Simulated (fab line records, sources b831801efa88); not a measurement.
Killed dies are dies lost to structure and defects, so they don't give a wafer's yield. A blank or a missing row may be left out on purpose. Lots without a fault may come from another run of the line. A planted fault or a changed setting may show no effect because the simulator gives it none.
Split-lot experiment | flow gf180mcu | 5 lots, 23 wafers read, on a route of 602 steps

THE SPLIT
At GF_STI_CVD_03 (deposits Si3N4 from DCS/NH3, target thk 207.16 nm, time 3551 s), the setting temp_c was moved away from the recipe's 770 C on 15 of the 23 wafers read, by +1.8% to +2.7%. The other wafers ran this setting at the recipe's value.

FROM THE SPLIT TO THE READING: what the file shows between them, 1 step
- GF_STI_THK_MEAS_04

THE READING
oes_product_au, in a.u., at GF_STI_ETCH_13 (etches the open film in CHF3/O2, stops on Si, target depth 282.31 nm, time 112.9 s). Fault-free wafers of this fab line usually give 0.829 a.u., standard deviation 0.0058 a.u..

wafer  | tool, chamber at the split | temp_c as run, C | against the recipe | oes_product_au, a.u. | against lot-mates on the recipe
L076.2 | -, -                       | 790.8            | +2.7%              | 1.006                | no lot-mate on the recipe
L076.3 | -, -                       | 790.8            | +2.7%              | 0.997                | no lot-mate on the recipe
L076.4 | -, -                       | 790.8            | +2.7%              | 1.001                | no lot-mate on the recipe
L076.5 | -, -                       | 790.8            | +2.7%              | 1.013                | no lot-mate on the recipe
L076.6 | -, -                       | 790.8            | +2.7%              | 0.993                | no lot-mate on the recipe
L079.2 | lpcvd-02, 0                | 770              | recipe             | 0.822                | -
L079.3 | lpcvd-02, 0                | 770              | recipe             | 0.831                | -
L079.6 | lpcvd-02, 0                | 770              | recipe             | 0.821                | -
L082.2 | -, -                       | 787.6            | +2.3%              | 0.983                | no lot-mate on the recipe
L082.3 | -, -                       | 787.6            | +2.3%              | 1.003                | no lot-mate on the recipe
L082.4 | -, -                       | 787.6            | +2.3%              | 1.001                | no lot-mate on the recipe
L082.5 | -, -                       | 787.6            | +2.3%              | 0.992                | no lot-mate on the recipe
L082.6 | -, -                       | 787.6            | +2.3%              | 1.010                | no lot-mate on the recipe
L083.1 | -, -                       | 783.9            | +1.8%              | 0.949                | no lot-mate on the recipe
L083.3 | -, -                       | 783.9            | +1.8%              | 0.966                | no lot-mate on the recipe
L083.4 | -, -                       | 783.9            | +1.8%              | 0.951                | no lot-mate on the recipe
L083.5 | -, -                       | 783.9            | +1.8%              | 0.953                | no lot-mate on the recipe
L083.6 | -, -                       | 783.9            | +1.8%              | 0.958                | no lot-mate on the recipe
L084.1 | -, -                       | 770              | recipe             | 0.833                | -
L084.3 | -, -                       | 770              | recipe             | 0.827                | -
L084.4 | -, -                       | 770              | recipe             | 0.830                | -
L084.5 | -, -                       | 770              | recipe             | 0.823                | -
L084.6 | -, -                       | 770              | recipe             | 0.825                | -

THE FIT
A straight line over all 23 wafers: oes_product_au changes by +0.0688 a.u. for each +1% of temp_c; r = +0.99; the points scatter about the line by 0.011 a.u..
Too few moved wafers have a lot-mate on the recipe to fit a line with each lot's own level taken away.

THE WHOLE CHAIN: every reading that the file lists as answering this split, in the file's order
step               | what it does                                                                       | reading                                                                     | change (the file's fit)                  | r (the file's)
GF_STI_CVD_03      | deposits Si3N4 from DCS/NH3, target thk 207.16 nm, time 3551 s                     | Si3N4_of_STI_CVD_03.thk_nm (the simulator's own value, which no gauge read) | +36 nm for each +1% of the setting       | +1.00
GF_STI_THK_MEAS_04 |                                                                                    | STI_CVD_03_THK                                                              | +36 for each +1% of the setting          | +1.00
GF_STI_ETCH_13     | etches the open film in CHF3/O2, stops on Si, target depth 282.31 nm, time 112.9 s | oes_product_au                                                              | +0.0688 a.u. for each +1% of the setting | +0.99
GF_STI_WET_ETCH_17 | etches Si3N4 in H3PO4, target depth 45 nm, time 514 s                              | Si3N4_of_STI_CVD_03.thk_nm (the simulator's own value, which no gauge read) | +42.8 nm for each +1% of the setting     | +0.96
GF_STI_CMP_25      | polishes, stops on Si3N4, t overpolish 33 s, target thk 524.6 nm                   | Si3N4_of_STI_CVD_03.thk_nm (the simulator's own value, which no gauge read) | +43.5 nm for each +1% of the setting     | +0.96

THE FILE'S OWN FIT
oes_product_au changes by +0.0688 a.u. for each +1% of temp_c, r = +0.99.
